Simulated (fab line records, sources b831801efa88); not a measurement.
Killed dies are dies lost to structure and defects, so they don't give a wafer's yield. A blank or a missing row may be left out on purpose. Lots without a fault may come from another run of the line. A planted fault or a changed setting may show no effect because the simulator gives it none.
A struck lot beside a sound one | flow sfq_line | 42 steps out of a route of 325
Sound: wafers L460.2, L460.3, L460.5. Struck: wafers L448.2, L448.3, L448.6. The cause comes at the end.
At each step with rows: each side's tool, then ch and its chambers, then its first start. Under that, the readings that differ: sound wafers | struck wafers | difference of the means | sigmas: that difference in standard deviations of wafers without a fault.
alike: readings whose means differ by less than 2 such deviations, and words and numbers that are the same on both sides. not compared: withheld readings, readings that some wafer has no value for, bounds like >300 that may hide the same value, and numbers for which the record gives no deviation and whose values overlap.
The two part at a step that has a row with sigmas, a row that says differs or no value, or rows on one side only. Numbers that don't overlap but have no deviation are shown without sigmas and don't part them. A reading that every wafer of one side lacks parts them only if that side has two wafers or more.

first, 6 steps without rows for these wafers: SFQ_TRILAYER_M4_LITHO_COAT_098 (resist thk 62 nm); SFQ_TRILAYER_M4_LITHO_COAT_093 (resist thk 600 nm); SFQ_TRILAYER_M4_LITHO_SOFTBAKE_097; SFQ_TRILAYER_M4_LITHO_EXPOSE_094 (exposes mask M4, target cd 500 nm); SFQ_TRILAYER_M4_LITHO_PEB_096 (peb time 60 s); SFQ_TRILAYER_M4_LITHO_DEVELOP_095 (time 60 s).
SFQ_M4_OVL_MEAS_926:
  sound on overlay-01, day 63 06:59; struck on overlay-01, day 59 05:05
  alike: M4_OVL
SFQ_TRILAYER_M4_BARC_OPEN_METAL_ETCH_123: etches BARC in O2, target depth 125 nm, time 41.7 s.
  sound on rie_metal-04 ch 0,1, day 63 07:01; struck on rie_metal-04 ch 0,1, day 59 05:07
  alike: drypump_motor_current_A, oes_product_au, rf_fwd_power_W
  not compared: rf_hours_counter_h
SFQ_TRILAYER_M4_ETCH_METAL_ETCH_096: etches Nb in Cl2/Ar, stops on SiO2, target depth 240 nm, time 120 s.
  sound on rie_metal-04 ch 0,1, day 63 07:05; struck on rie_metal-04 ch 0,1, day 59 05:10
  alike: drypump_motor_current_A, oes_product_au, rf_fwd_power_W
  not compared: rf_hours_counter_h
then, 3 steps without rows for these wafers: SFQ_TRILAYER_M4_STRIP_STRIP_097 (strips in O2); SFQ_TRILAYER_M4_STRIP_SOLV_CLEAN_098 (cleans in NMP, time 600 s); SFQ_TRILAYER_I4_DEP_PECVD_099 (deposits SiO2 from SiH4/N2O, time 111.11 s, target thk 500 nm).
SFQ_TRILAYER_I4_CMP_CMP_100: polishes SiO2.
  sound on cmp-01 ch 2,3, day 63 09:14; struck on cmp-01 ch 0,1, day 59 06:09
  reading                                             | sound             | struck            | difference | sigmas
  model.SiO2_of_TRILAYER_I4_DEP_PECVD_099.thk_nm (nm) | 198.8 200.6 199.1 | 220.5 219.8 217.8 | +19.9      |
  alike: motor_current_A, time_to_endpoint_s
SFQ_I4_BOW_MEAS_927:
  sound on film_metro-03, day 63 12:15; struck on film_metro-02, day 59 09:10
  alike: I4_BOW
SFQ_TRILAYER_I4_METRO_MEASURE_101:
  sound on film_metro-03, day 63 12:33; struck on film_metro-02, day 59 09:28
  reading     | sound             | struck            | difference | sigmas
  thk_nm (nm) | 198.9 200.7 199.1 | 220.3 219.8 217.8 | +19.7      | +18
then, 6 steps without rows for these wafers: SFQ_TRILAYER_I4_VIA_LITHO_COAT_108 (resist thk 62 nm); SFQ_TRILAYER_I4_VIA_LITHO_COAT_103 (resist thk 650 nm); SFQ_TRILAYER_I4_VIA_LITHO_SOFTBAKE_107; SFQ_TRILAYER_I4_VIA_LITHO_EXPOSE_104 (exposes mask I4, target cd 700 nm); SFQ_TRILAYER_I4_VIA_LITHO_PEB_106 (peb time 60 s); SFQ_TRILAYER_I4_VIA_LITHO_DEVELOP_105 (time 60 s).
SFQ_I4_OVL_MEAS_928:
  sound on overlay-01, day 66 23:03; struck on overlay-01, day 59 13:39
  alike: I4_OVL
SFQ_TRILAYER_I4_VIA_BARC_OPEN_VIA_ETCH_146: etches BARC in O2, target depth 125 nm, time 41.7 s.
  sound on rie_diel-01 ch 1,2,3, day 66 23:05; struck on rie_diel-04 ch 1,2,3, day 59 13:41
  alike: drypump_motor_current_A, oes_product_au, rf_fwd_power_W
  not compared: rf_hours_counter_h
SFQ_TRILAYER_I4_VIA_ETCH_VIA_ETCH_106: etches SiO2 in CHF3, stops on Nb, target depth 260 nm.
  sound on rie_diel-01 ch 1,2,3, day 66 23:07; struck on rie_diel-04 ch 1,2,3, day 59 13:43
  reading                        | sound             | struck            | difference | sigmas
  oes_product_au (a.u.)          | 0.848 0.852 0.856 | 0.903 0.910 0.893 | +0.050     | +9
  model.I4.feature_depth_nm (nm) | 198.8 200.6 199.1 | 220.5 219.8 217.8 | +19.9      |
  model.etch.depth_nm (nm)       | 198.8 200.6 199.1 | 220.5 219.8 217.8 | +19.9      |
  alike: drypump_motor_current_A, rf_fwd_power_W
then, 3 steps without rows for these wafers: SFQ_TRILAYER_I4_VIA_STRIP_STRIP_107 (strips in O2); SFQ_TRILAYER_I4_VIA_STRIP_SOLV_CLEAN_108 (cleans in NMP, time 600 s); SFQ_TRILAYER_JJ_TRILAYER_DEP_PRE_CLEAN_113 (time 22.5 s).
SFQ_TRILAYER_JJ_TRILAYER_DEP_SPUTTER_109: material Nb, target thk 150 nm, time 100 s.
  sound on pvd_sputter-06, day 67 00:02; struck on pvd_sputter-03, day 59 14:38
  alike: throttle_valve_pct
then, 3 steps without rows for these wafers: SFQ_TRILAYER_JJ_TRILAYER_DEP_SPUTTER_110 (material Al, target thk 8 nm, time 10 s); SFQ_TRILAYER_JJ_TRILAYER_DEP_AL_OXIDATION_111 (oxidation time 600 s); SFQ_TRILAYER_JJ_TRILAYER_DEP_SPUTTER_112 (material Nb, target thk 170 nm, time 113.3 s).
SFQ_JJ_RS_MEAS_929: measures by four-point-probe.
  sound on film_metro-01, day 67 01:14; struck on film_metro-01, day 59 15:50
  alike: JJ_NB_RS
then, 6 steps without rows for these wafers: SFQ_TRILAYER_JJ_CE_LITHO_COAT_119 (resist thk 62 nm); SFQ_TRILAYER_JJ_CE_LITHO_COAT_114 (resist thk 600 nm); SFQ_TRILAYER_JJ_CE_LITHO_SOFTBAKE_118; SFQ_TRILAYER_JJ_CE_LITHO_EXPOSE_115 (exposes mask J5, target cd 700 nm); SFQ_TRILAYER_JJ_CE_LITHO_PEB_117 (peb time 60 s); SFQ_TRILAYER_JJ_CE_LITHO_DEVELOP_116 (time 60 s).
-- the record jumps here: 5 days lie between the struck wafers' starts before and after --
SFQ_JJ_OVL_MEAS_931:
  sound on overlay-02, day 67 04:39; struck on overlay-02, day 64 14:32
  alike: J5_OVL
SFQ_TRILAYER_JJ_CE_METRO_MEASURE_117:
  sound on cd_sem-02, day 67 04:53; struck on cd_sem-02, day 64 14:46
  alike: cd_nm
then, 1 step without rows for these wafers: SFQ_TRILAYER_JJ_CE_BARC_OPEN_RIE_150 (chemistry O2, target BARC, target depth 240 nm, time 80 s).
-- the record jumps here: 3 days lie between the struck wafers' starts before and after --
SFQ_TRILAYER_M5_ETCH_METAL_ETCH_126: etches Nb in Cl2/BCl3, stops on SiO2, time 203.2 s, target depth 265 nm.
  sound on rie_metal-04 ch 0,1, day 71 07:44; struck on rie_metal-01 ch 0,1, day 68 01:32
  reading                                             | sound             | struck        | difference | sigmas
  drypump_motor_current_A (A)                         | 6.7 6.7 6.1       | 5.5 5.8 5.8   | -0.8       | -2
  model.SiO2_of_TRILAYER_I4_DEP_PECVD_099.thk_nm (nm) | 178.9 180.7 179.2 | 201 199.8 198 | +20        |
  alike: oes_product_au, rf_fwd_power_W
  not compared: rf_hours_counter_h

WHERE THEY PART
First at SFQ_TRILAYER_I4_METRO_MEASURE_101; last, within this record, at SFQ_TRILAYER_M5_ETCH_METAL_ETCH_126.

WHY: what the simulator had put in
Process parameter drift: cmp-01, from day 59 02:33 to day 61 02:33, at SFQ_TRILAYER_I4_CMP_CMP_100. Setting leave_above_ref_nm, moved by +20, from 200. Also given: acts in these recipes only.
